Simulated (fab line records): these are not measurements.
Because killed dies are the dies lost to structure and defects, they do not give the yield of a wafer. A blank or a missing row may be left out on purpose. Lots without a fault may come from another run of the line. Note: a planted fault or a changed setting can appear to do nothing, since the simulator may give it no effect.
A lot that was struck, set against a sound lot | flow sky130 | 23 out of 708 route steps
Sound: these wafers, L975.1, L975.4, L975.6. The struck wafers were L987.2, L987.3, L987.6. Last of all comes the cause.
Each step with rows lists, per side, the tool, then ch with its chambers, then its first start. Under that, the readings that differ: sound wafers | struck wafers | difference of the means | sigmas: that difference in standard deviations of wafers without a fault.
alike: words and numbers the same on both sides, and readings whose means are apart by under 2 such deviations; not compared: readings that were withheld, readings missing a value for some wafer, numbers with overlapping values and no deviation given by the record, and bounds like >300 which may hide the same value.
The two part at a step that has a row with sigmas, a row that says differs or no value, or rows on one side only. Numbers that have no deviation but don't overlap get no sigmas and don't part them. A reading missing from all wafers of one side parts the sides only when that side holds two or more wafers.

first, 5 steps without rows for these wafers: SKY_VT_ADJUST_NCORE_COAT_02 (resist thk 1140 nm); SKY_VT_ADJUST_NCORE_SOFTBAKE_03 (time 60 s); SKY_VT_ADJUST_NCORE_EXPOSE_04 (exposes mask LVTN COMPLEMENT THIN, target cd 380 nm); SKY_VT_ADJUST_NCORE_PEB_05; SKY_VT_ADJUST_NCORE_DEVELOP_06 (develop time 60 s).
SKY_VT_ADJUST_NCORE_CD_MEAS_07: the cd target is 380 nm.
  sound on cd sem-02, day 11 06:10; struck on cd sem-02, day 15 04:38
  alike: cd nm
SKY_VT_ADJUST_NCORE_OVL_MEAS_08:
  sound on overlay-01, day 11 06:17; struck on overlay-01, day 15 04:44
  alike: VT_ADJUST_NCORE_OVL
after that, 1 step had no rows for these wafers: SKY_VT_ADJUST_NCORE_IMPLANT_09.
SKY_VT_ADJUST_NCORE_STRIP_10: strips in O2/N2.
  sound on plasma asher-04 ch 1, day 11 06:28; struck on plasma asher-01 ch 0,1, day 15 04:55
  alike: drypump motor current A, oes product au, strip time to endpoint s
  not compared: rf hours counter h
SKY_VT_ADJUST_NCORE_TW_MEAS_11:
  sound on film metro-03, day 11 06:34; struck on film metro-01, day 15 05:02
  reading            | sound             | struck            | difference | sigmas
  VT_ADJUST_NCORE_TW | 218.3 219.5 219.8 | 223.4 224.4 225.1 | +5.1       | +2
then, 2 steps without rows for these wafers: SKY_VT_ADJUST_HVTR_DEHYDRATE_00 (time 60 s); SKY_VT_ADJUST_HVTR_HMDS_01 (prime time 60 s).
SKY_VT_ADJUST_HVTR_COAT_02: resist thk 1140 nm.
  sound on litho track-02 ch 0, day 11 18:10; struck on litho track-01 ch 0, day 15 17:22
  reading                                             | sound                | struck               | difference | sigmas
  spin speed rpm (rpm)                                | 3000.8 2996.7 3002.0 | 3622.5 3622.2 3623.4 | +622.9     | +99 or more
  model.NOVOLAK_of_VT_ADJUST_HVTR_COAT_02.thk nm (nm) | 1136 1144 1139       | 1037 1038 1038       | -102       |
then, 3 steps without rows for these wafers: SKY_VT_ADJUST_HVTR_SOFTBAKE_03 (time 60 s); SKY_VT_ADJUST_HVTR_EXPOSE_04 (exposes mask HVTRM, target cd 380 nm); SKY_VT_ADJUST_HVTR_PEB_05.
SKY_VT_ADJUST_HVTR_DEVELOP_06: develop time 60 s.
  sound on litho track-01 ch 0, day 12 06:33; struck on litho track-03 ch 0, day 16 07:35
  reading                                             | sound          | struck         | difference | sigmas
  model.NOVOLAK_of_VT_ADJUST_HVTR_COAT_02.thk nm (nm) | 1136 1144 1138 | 1036 1038 1037 | -102       |
SKY_VT_ADJUST_HVTR_CD_MEAS_07: the cd target is 380 nm.
  sound on cd sem-02, day 12 06:42; struck on cd sem-01, day 16 07:44
  reading    | sound             | struck            | difference | sigmas
  cd nm (nm) | 378.1 375.8 376.2 | 389.3 390.2 388.8 | +12.7      | +5
SKY_VT_ADJUST_HVTR_OVL_MEAS_08:
  sound on overlay-02, day 12 06:49; struck on overlay-01, day 16 07:50
  alike: VT_ADJUST_HVTR_OVL
after that, 1 step had no rows for these wafers: SKY_VT_ADJUST_HVTR_IMPLANT_09.
SKY_VT_ADJUST_HVTR_STRIP_10: strips in O2/N2.
  sound on plasma asher-04 ch 0,1, day 12 07:01; struck on plasma asher-04 ch 0,1, day 16 08:01
  reading                      | sound             | struck            | difference | sigmas
  strip time to endpoint s (s) | 14.14 14.24 14.17 | 12.99 13.01 13.01 | -1.18      | -33
  alike: drypump motor current A, oes product au
  not compared: rf hours counter h
SKY_VT_ADJUST_HVTR_TW_MEAS_11:
  sound on film metro-03, day 12 07:07; struck on film metro-03, day 16 08:08
  alike: VT_ADJUST_HVTR_TW
SKY_PAD_OPEN_PROBE_99:
  the record holds rows for the sound wafers here (prober-02, day 47 21:52) but none for the struck ones

## WHERE THEY PART
First at SKY_VT_ADJUST_NCORE_TW_MEAS_11; last, within this record, at SKY_PAD_OPEN_PROBE_99.

WHY: whatever the simulator had introduced
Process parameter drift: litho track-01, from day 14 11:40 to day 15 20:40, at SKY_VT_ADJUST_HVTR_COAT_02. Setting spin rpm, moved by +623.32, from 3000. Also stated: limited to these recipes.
